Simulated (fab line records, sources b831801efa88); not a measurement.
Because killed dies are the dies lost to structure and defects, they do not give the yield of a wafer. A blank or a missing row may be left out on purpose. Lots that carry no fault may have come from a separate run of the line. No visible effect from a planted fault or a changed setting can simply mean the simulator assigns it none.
Which of the tools did it?    flow sky130    6 lots with 18 wafers sampled at 2 steps, on a route of 708 steps

== WHAT THE GAUGES READ, wafer by wafer ==
SKY_VT_ADJUST_HVTP_TW_MEAS_11.
lot   measured      on            VT_ADJUST_HVTP_TW
L284  day 6 12:24   filmMetro-03  1357 1347 1348
L286  day 7 06:37   filmMetro-03  1345 1346 1342
L295  day 9 16:45   filmMetro-01  1390 1394 1389
L296  day 9 22:12   filmMetro-02  1369 1376 1382
L299  day 10 16:52  filmMetro-03  1343 1339 1336
L302  day 11 09:32  filmMetro-02  1380 1370 1374

== EACH LOT AND THE TOOL THAT RAN IT (in order: tool; ch and the chambers of the sampled wafers; start) ==
lot   SKY_VT_ADJUST_HVTP_IMPLANT_09
L284  implanter-01 ch 0, day 6 12:09
L286  implanter-02 ch 0, day 7 06:22
L295  implanter-02 ch 0, day 9 16:30
L296  implanter-03 ch 0, day 9 21:57
L299  implanter-03 ch 0, day 10 16:37
L302  implanter-01 ch 0, day 11 09:19
- SKY_VT_ADJUST_HVTP_IMPLANT_09

== THE ANSWER, worked out from the rows above alone ==
Rule: what is usual is taken from the lots themselves. Put in order of their means at a reading, lots are off if they are a third of the lots or fewer, leave a main group of 4 or more, and stand apart from it by a gap of 3 or more times the standard deviation of the main group's means; of several such gaps the widest counts. A main group is skipped when, at the precision printed for the reading in the tables above, its means are all equal. Also off: a lot with no number at a reading for which 4 or more lots have one. Where the step has rows for the other lots, those lots are counted as sound.
Nothing can be told from this: no lot is off at any reading shown.

== WHAT HAD BEEN PUT IN BY THE SIMULATOR ==
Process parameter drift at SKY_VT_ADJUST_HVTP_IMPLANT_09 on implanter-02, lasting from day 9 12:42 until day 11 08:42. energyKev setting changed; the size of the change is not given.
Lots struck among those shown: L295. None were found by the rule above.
